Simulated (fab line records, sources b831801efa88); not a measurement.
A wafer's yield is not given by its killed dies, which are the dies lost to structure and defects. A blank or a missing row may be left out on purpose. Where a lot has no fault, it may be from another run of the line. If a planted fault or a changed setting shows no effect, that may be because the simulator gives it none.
Matching of chambers    flow sky130    4 sister chambers for SKY_VIA1_ETCH_15 on rieDiel-04
The step etches SiO2 in C4F8/O2/Ar, stops on TiN, target depth 351 nm, time 54 s. 30 wafers are shown with their chamber, then 12 later ones without.

## WAFERS, EACH WITH ITS CHAMBER
wafer   chamber  oesProductAu (a.u.)
L075.2  2        0.989
L075.3  3        0.980
L075.4  0        0.983
L079.1  3        0.993
L079.3  1        0.979
L079.4  2        0.990
L080.1  1        0.980
L080.2  2        0.990
L080.5  1        0.980
L082.1  2        0.989
L082.2  3        0.990
L082.5  0        0.985
L088.1  0        0.989
L088.2  1        0.988
L088.5  1        0.982
L089.1  1        0.994
L089.4  3        0.990
L089.6  3        0.993
L090.1  1        0.987
L090.2  3        0.997
L090.3  2        0.985
L090.4  0        0.982
L090.5  3        0.995
L090.6  2        0.995
L091.1  3        0.987
L091.2  0        0.989
L091.5  2        0.982
L093.1  3        0.987
L093.2  2        0.989
L093.5  2        0.983

SIGNATURES (means of the wafers above)
reading       chamber 0  chamber 1  chamber 2  chamber 3  scatter within a chamber
oesProductAu  0.98560    0.98429    0.98800    0.99022    0.00467
Rule: a wafer lies at a distance from a chamber equal to the root of the sum of squares, over the readings, of (its reading less the chamber's mean, divided by the reading's scatter). If the next closest chamber is less than 2 further off than the closest, the wafer can't be placed; otherwise it belongs to the closest. How the scatter is found: for the shown wafers, subtract from each reading the mean of its chamber, square and add these, divide the total by (wafers less chambers), then take the root.

## WAFERS WITHOUT THEIR CHAMBER
wafer   oesProductAu (a.u.)
L095.1  0.979
L095.2  0.986
L095.3  0.980
L095.4  0.986
L095.5  0.997
L095.6  0.986
L097.1  0.989
L097.2  0.993
L097.3  0.986
L097.4  0.989
L097.5  0.995
L097.6  0.996

## EACH ONE'S CHAMBER
wafer   from the rows above                in truth
L095.1  can't be placed: 1 or 0 or 2 or 3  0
L095.2  can't be placed: 0 or 1 or 2 or 3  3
L095.3  can't be placed: 1 or 0 or 2 or 3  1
L095.4  can't be placed: 0 or 1 or 2 or 3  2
L095.5  can't be placed: 3 or 2 or 0 or 1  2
L095.6  can't be placed: 0 or 1 or 2 or 3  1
L097.1  can't be placed: 2 or 3 or 0 or 1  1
L097.2  can't be placed: 3 or 2 or 0 or 1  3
L097.3  can't be placed: 0 or 1 or 2 or 3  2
L097.4  can't be placed: 2 or 3 or 0 or 1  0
L097.5  can't be placed: 3 or 2 or 0 or 1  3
L097.6  can't be placed: 3 or 2 or 0 or 1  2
Correct placement for 0 of the 12. Unplaceable from these rows: 12, with the true chamber sitting among the candidates in 12. Wrongly placed: 0.
